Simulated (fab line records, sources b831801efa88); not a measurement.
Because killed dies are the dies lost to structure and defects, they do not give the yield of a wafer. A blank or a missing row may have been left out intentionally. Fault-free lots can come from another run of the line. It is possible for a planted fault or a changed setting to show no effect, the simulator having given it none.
Comparing a struck lot with a sound one ; flow sky130 ; 23 steps out of a route of 708
Sound: wafers L727.1, L727.4, L727.5. Wafers struck: L746.1, L746.2, L746.6. Last of all comes the cause.
Order at every step that has rows: each side's tool, ch and its chambers, its first start. Under that, the readings that differ: sound wafers ; struck wafers ; difference of the means ; sigmas: that difference in standard deviations of wafers without a fault.
alike: words and numbers the same on both sides, and readings whose means are apart by under 2 such deviations; not compared: readings that were withheld, readings missing a value for some wafer, numbers with overlapping values and no deviation given by the record, and bounds like >300 which may hide the same value.
Wherever a step has rows on one side only, a row that says differs or no value, or a row with sigmas, the two part there. Non-overlapping numbers with no deviation appear without sigmas and do not part them. A reading missing from all wafers of one side parts the sides only when that side holds two or more wafers.

first, 4 steps without rows for these wafers: SKY_METAL5_SOFTBAKE_10 (time 60 s); SKY_METAL5_EXPOSE_11 (exposes mask MM5, target cd 1600 nm); SKY_METAL5_PEB_12; SKY_METAL5_DEVELOP_13 (develop time 60 s).
SKY_METAL5_DESCUM_14: chemistry O2, time 11 s.
  sound on rieMetal-02 ch 1, day 45 09:52; struck on rieMetal-04 ch 0,1, day 49 12:10
reading;sound;struck;difference;sigmas
oesProductAu (a.u.);1.013 1.012 1.009;0.988 0.994 0.990;-0.021;-2
  alike: chamberPressureMTorr, drypumpMotorCurrentA, rfFwdPowerW
  not compared: rfHoursCounterH
SKY_METAL5_METAL_ETCH_15: etches the open film in Cl2/BCl3, stops on SiO2, target depth 1260 nm, time 252 s.
  sound on rieMetal-02 ch 1, day 45 09:54; struck on rieMetal-04 ch 0,1, day 49 12:12
  alike: chamberPressureMTorr, drypumpMotorCurrentA, oesProductAu, rfFwdPowerW, throttleValvePct
  not compared: rfHoursCounterH
SKY_METAL5_STRIP_16: strips in O2/N2.
  sound on plasmaAsher-04 ch 0,1, day 45 10:08; struck on plasmaAsher-04 ch 0,1, day 49 12:26
reading;sound;struck;difference;sigmas
stripTimeToEndpointS (s);12.81 12.78 12.94;13.06 13.15 13.13;+0.27;+2
  alike: chamberPressureMTorr, drypumpMotorCurrentA, n2FlowSccm, oesProductAu
  not compared: rfHoursCounterH
then, 3 steps without rows for these wafers: SKY_METAL5_STRIP_17 (strips in post etch residue remover, time 1200 s); SKY_METAL5_CLEAN_18 (cleans in IPA, time 180 s); SKY_METAL5_CLEAN_19 (cleans in O3/DIW).
SKY_PASSIVATION_CVD_00: deposits SiO2, target thk 90 nm.
  sound on pecvd-04 ch 0,2, day 45 10:44; struck on pecvd-01 ch 0,1, day 49 13:02
  alike: heaterPowerW, rfFwdPowerW
SKY_PASSIVATION_THK_MEAS_01:
  sound: filmMetro-02 at day 45 10:46; struck: filmMetro-02 at day 49 13:04
reading;sound;struck;difference;sigmas
PASSIVATION_CVD_00_THK (nm);90.5 92.5 93.0;89.7 88.3 90.6;-2.5;-2
SKY_PASSIVATION_CVD_02: deposits Si3N4, target thk 540 nm.
  sound on pecvd-03 ch 1,2, day 45 10:49; struck on pecvd-04 ch 0,1,2, day 49 13:07
  alike: heaterPowerW, rfFwdPowerW
SKY_PASSIVATION_THK_MEAS_03:
  sound: filmMetro-04 at day 45 11:02; struck: filmMetro-04 at day 49 13:34
reading;sound;struck;difference;sigmas
PASSIVATION_CVD_02_THK (nm);542 550 550;423 432 435;-117;-16
  not compared: hold
then, 6 steps without rows for these wafers: SKY_PASSIVATION_HMDS_05 (prime time 60 s); SKY_PASSIVATION_COAT_06 (resist thk 3000 nm); SKY_PASSIVATION_SOFTBAKE_07; SKY_PASSIVATION_EXPOSE_08 (exposes mask NSM, target cd 3000 nm); SKY_PASSIVATION_PEB_09; SKY_PASSIVATION_DEVELOP_10 (develop time 60 s).
SKY_PASSIVATION_ETCH_11: etches the open film in CF4/O2, stops on AlCu, target depth 725 nm, time 161.1 s.
  sound on rieDiel-03 ch 0,2, day 46 08:23; struck on rieDiel-03 ch 1,2, day 50 07:14
reading;sound;struck;difference;sigmas
oesProductAu (a.u.);0.982 0.994 0.983;0.878 0.884 0.894;-0.101;-14
throttleValvePct (%);5.989 5.976 5.965;5.932 5.935 5.936;-0.042;-5
  alike: O2_flow_sccm, chamberPressureMTorr, drypumpMotorCurrentA, rfFwdPowerW
  not compared: rfHoursCounterH
SKY_PASSIVATION_STRIP_12: strips in O2/N2.
  sound on plasmaAsher-01 ch 0, day 46 08:30; struck on plasmaAsher-01 ch 0,1, day 50 07:21
  alike: chamberPressureMTorr, drypumpMotorCurrentA, n2FlowSccm, oesProductAu, stripTimeToEndpointS
  not compared: rfHoursCounterH
SKY_PAD_OPEN_PROBE_99:
  record: rows for the struck wafers here (prober-01, day 51 02:31), none for the sound ones

== WHERE THEY PART ==
At SKY_METAL5_DESCUM_14 first; at SKY_PAD_OPEN_PROBE_99 last (within this record only).

WHY: what the simulator had put in
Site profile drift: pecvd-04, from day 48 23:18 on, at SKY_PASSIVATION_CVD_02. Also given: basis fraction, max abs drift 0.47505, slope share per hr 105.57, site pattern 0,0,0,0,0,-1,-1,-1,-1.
